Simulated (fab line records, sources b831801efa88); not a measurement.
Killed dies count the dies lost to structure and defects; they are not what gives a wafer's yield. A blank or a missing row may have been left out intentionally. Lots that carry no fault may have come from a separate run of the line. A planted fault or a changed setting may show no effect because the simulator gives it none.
Which tool did it? + flow gf180mcu + 13 lots with 39 wafers sampled at 2 steps, on a route of 602 steps

WHAT THE GAUGES SHOWED, per wafer
GF_V5_THK_MEAS_01. Usual: for V5_CVD_00_THK the level is 299.7 nm and the standard deviation is 2.9.
| lot  | measured     | on            | V5_CVD_00_THK (nm) | flag |
|------|--------------|---------------|--------------------|------|
| L131 | day 26 16:09 | film-metro-02 | 294.8 297.0 294.0  |      |
| L132 | day 27 01:27 | film-metro-02 | 295.8 294.4 294.4  |      |
| L134 | day 27 12:34 | film-metro-04 | 302.0 299.0 298.7  |      |
| L136 | day 28 07:28 | film-metro-02 | 302.6 302.3 298.4  |      |
| L143 | day 30 08:24 | film-metro-02 | 302.0 300.8 302.5  |      |
| L144 | day 30 12:21 | film-metro-03 | 303.1 304.8 302.6  |      |
| L146 | day 31 03:07 | film-metro-03 | 298.0 298.3 300.3  |      |
| L147 | day 31 10:16 | film-metro-04 | 301.5 297.8 302.2  |      |
| L148 | day 31 14:58 | film-metro-03 | 299.8 299.0 299.2  |      |
| L149 | day 32 00:13 | film-metro-02 | 301.0 299.3 299.1  |      |
| L150 | day 32 07:19 | film-metro-02 | 302.9 301.6 296.3  |      |
| L153 | day 32 18:37 | film-metro-04 | 302.5 301.2 300.5  |      |
| L152 | day 32 19:30 | film-metro-02 | 296.7 298.2 297.7  |      |

GF_V5_OVL_MEAS_15. Usual: for V5_OVL the level is -1 nm and the standard deviation is 5.
| lot  | measured     | on         | V5_OVL (nm) | flag |
|------|--------------|------------|-------------|------|
| L131 | day 27 12:58 | overlay-02 | -8 -3 1     |      |
| L132 | day 27 22:01 | overlay-01 | -5 -1 4     |      |
| L134 | day 28 08:51 | overlay-02 | 5 5 0       |      |
| L136 | day 29 03:19 | overlay-02 | -9 -2 1     |      |
| L143 | day 31 03:02 | overlay-02 | 5 2 13      |      |
| L144 | day 31 07:19 | overlay-01 | -5 -1 -5    |      |
| L146 | day 31 21:22 | overlay-02 | -3 -6 -3    |      |
| L147 | day 32 04:25 | overlay-02 | -7 -15 -9   |      |
| L148 | day 32 08:15 | overlay-02 | 0 1 -1      |      |
| L149 | day 32 17:35 | overlay-01 | -3 -5 -4    |      |
| L150 | day 33 00:06 | overlay-01 | 1 10 -2     |      |
| L153 | day 33 10:57 | overlay-01 | 2 2 -4      |      |
| L152 | day 33 11:37 | overlay-01 | -7 -4 2     |      |

EACH LOT AND THE TOOL THAT RAN IT (in order: tool; ch and the chambers of the sampled wafers; start)
There is no process step in the record ahead of these readings.

WHAT THE TOOLS THEMSELVES READ (means of the sampled wafers that have a number; where no wafer has one, the mark that the record gives instead)
The record holds no such reading with a usual standard deviation.

THE ANSWER, worked out from the rows above alone
Rule: a lot counts as off when the mean over its wafers that have a number is more than 3 standard deviations away from the usual mean. Also off: a lot with no number at a reading for which 4 or more lots have one. The other lots that the step has rows for count as sound. Order of review: gauges by route order, followed by the tools' own readings, for which a lot's mean as printed above is used. At the first step where some lot is off, the reading lying furthest off is the one used; lots without a number count as furthest.
Nothing can be told from this: no lot is off at any reading shown.

WHAT WAS PUT IN BY THE SIMULATOR
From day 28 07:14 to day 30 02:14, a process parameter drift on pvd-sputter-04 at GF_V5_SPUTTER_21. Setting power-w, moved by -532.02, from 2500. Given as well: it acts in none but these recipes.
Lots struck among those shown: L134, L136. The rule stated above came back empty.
